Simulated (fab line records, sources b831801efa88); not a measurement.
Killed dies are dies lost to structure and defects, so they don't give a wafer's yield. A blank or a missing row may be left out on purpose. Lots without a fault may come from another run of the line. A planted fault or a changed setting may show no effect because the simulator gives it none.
One fault seen from 2 desks | flow gf180mcu | each desk has only its own numbers; what lay behind them comes last

THE METROLOGY DESK
What the gauges read, lot by lot, whatever tool the lot ran on: means of the sampled wafers that have a number. A lot is out of limits, marked OUT, if its mean lies more than 4 standard deviations from the usual mean; the brackets give that distance. Of its 9 readings 7 are shown: those that lie furthest out on some lot.
Columns: A = V3_W_THK at GF_V3_THK_MEAS_25, usual 342 nm; B = M4_ALCU_RS at GF_M4_RS_MEAS_05, usual 0.0693 ohm/sq; C = M4_ALCU_THK at GF_M4_THK_MEAS_06, usual 455 nm; D = cd_nm at GF_M4_CD_MEAS_14, usual 279.9 nm; E = M4_OVL at GF_M4_OVL_MEAS_15, usual -1 nm; F = V4_CVD_00_THK at GF_V4_THK_MEAS_01, usual 599 nm; G = V4_CVD_02_THK at GF_V4_THK_MEAS_03, usual 854 nm
lot  | first seen here | A   | B      | C   | D     | E  | F   | G
L950 | day 22 07:57    | 338 | 0.0690 | 458 | 279.0 | 5  | 594 | 855
L954 | day 23 18:46    | 347 | 0.0693 | 453 | 278.3 | -5 | 597 | 843
L959 | day 25 14:28    | 343 | 0.0682 | 462 | 278.6 | 3  | 598 | 845
L970 | day 29 00:32    | 336 | 0.0691 | 469 | 278.4 | -7 | 595 | 861
L971 | day 29 06:35    | 342 | 0.0697 | 459 | 278.5 | 3  | 597 | 858
L972 | day 29 16:12    | 340 | 0.0700 | 447 | 279.2 | 1  | 583 | 867
This desk's finding: nothing out of limits on any of the 6 lots.

THE TOOL OWNER'S DESK: pvd_sputter-04
The tool's own readings at GF_M4_SPUTTER_04 (material TiN, target thk 50 nm, time 41.7 s): means of the sampled wafers that have a number, for each lot that ran on this tool. A lot is out of limits, marked OUT, if its mean lies more than 4 standard deviations from the usual mean; the brackets give that distance.
Columns: A = chamber_pressure_pa at GF_M4_SPUTTER_04, usual 0.3999 Pa; B = throttle_valve_pct at GF_M4_SPUTTER_04, usual 30.2 %
lot  | first seen here | A      | B
L959 | day 25 15:07    | 0.4003 | 30.9
L970 | day 29 01:11    | 0.3994 | 30.4
L971 | day 29 07:14    | 0.4001 | 30.5
This desk's finding: nothing out of limits on any of the 3 lots.

PUT TOGETHER
The metrology desk saw nothing out of limits.
The tool owner's desk saw nothing out of limits.

WHAT THE SIMULATOR HAD PUT IN
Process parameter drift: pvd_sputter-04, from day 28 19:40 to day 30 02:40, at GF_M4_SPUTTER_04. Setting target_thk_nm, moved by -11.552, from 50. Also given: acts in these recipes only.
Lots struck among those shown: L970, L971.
